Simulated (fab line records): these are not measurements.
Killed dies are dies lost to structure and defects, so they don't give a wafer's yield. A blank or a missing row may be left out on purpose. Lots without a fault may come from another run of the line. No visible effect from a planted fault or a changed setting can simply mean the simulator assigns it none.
Which tool is to blame? | flow gf180mcu | 6 lots, 17 wafers sampled, at 2 steps of a route of 602

## WHAT THE GAUGES SHOWED, per wafer
GF_MVSD_TW_MEAS_11.
lot  | measured    | on           | MVSD_TW
L570 | day 4 17:17 | filmMetro-04 | 1556 1555 1564
L577 | day 6 10:41 | filmMetro-04 | 1572 1740
L582 | day 7 14:05 | filmMetro-04 | 1555 1555 1558
L585 | day 8 07:24 | filmMetro-03 | 1583 1587 1576
L589 | day 9 07:53 | filmMetro-03 | 1568 1570 1572
L591 | day 9 19:12 | filmMetro-01 | 1585 1582 1580

## WHAT TOOL EACH LOT RAN ON (gives the tool, then ch and the chambers of the sampled wafers, and finally the start)
lot  | GF_MVSD_IMPLANT_08
L570 | implanter-01 ch 0, day 4 16:55
L577 | implanter-04 ch 0, day 6 10:20
L582 | implanter-01 ch 0, day 7 13:41
L585 | implanter-01 ch 0, day 8 07:02
L589 | implanter-03 ch 0, day 9 07:31
L591 | implanter-01 ch 0, day 9 18:50
- GF_MVSD_IMPLANT_08

## THE ANSWER, worked out from the rows above alone
Rule: usual is defined by the lots themselves. Put in order of their means at a reading, lots are off if they are a third of the lots or fewer, leave a main group of 4 or more, and stand apart from it by a gap of 3 or more times the standard deviation of the main group's means; of several such gaps the widest counts. If all means in a main group match to the digits the tables above print for the reading, that group is not used. Also off: a lot with no number at a reading for which 4 or more lots have one. All remaining lots with rows at the step are treated as sound.
Off: L577, at GF_MVSD_TW_MEAS_11 (MVSD_TW). The main group has a mean of 1570 with a standard deviation of 11.
A tool fits if, at a process step before that reading, it ran every lot that is off, and no sound lot after the first of them. Those tools and the gauges at GF_MVSD_TW_MEAS_11 are tried in the same way. One fits: GF_MVSD_IMPLANT_08 on implanter-04. It ran no sound lot before its first lot that is off in this sample, so the start can't be narrowed down.

## WHAT THE SIMULATOR HAD PUT IN
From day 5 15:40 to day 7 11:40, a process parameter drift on implanter-04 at GF_MVSD_IMPLANT_08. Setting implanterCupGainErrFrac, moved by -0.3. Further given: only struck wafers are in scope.
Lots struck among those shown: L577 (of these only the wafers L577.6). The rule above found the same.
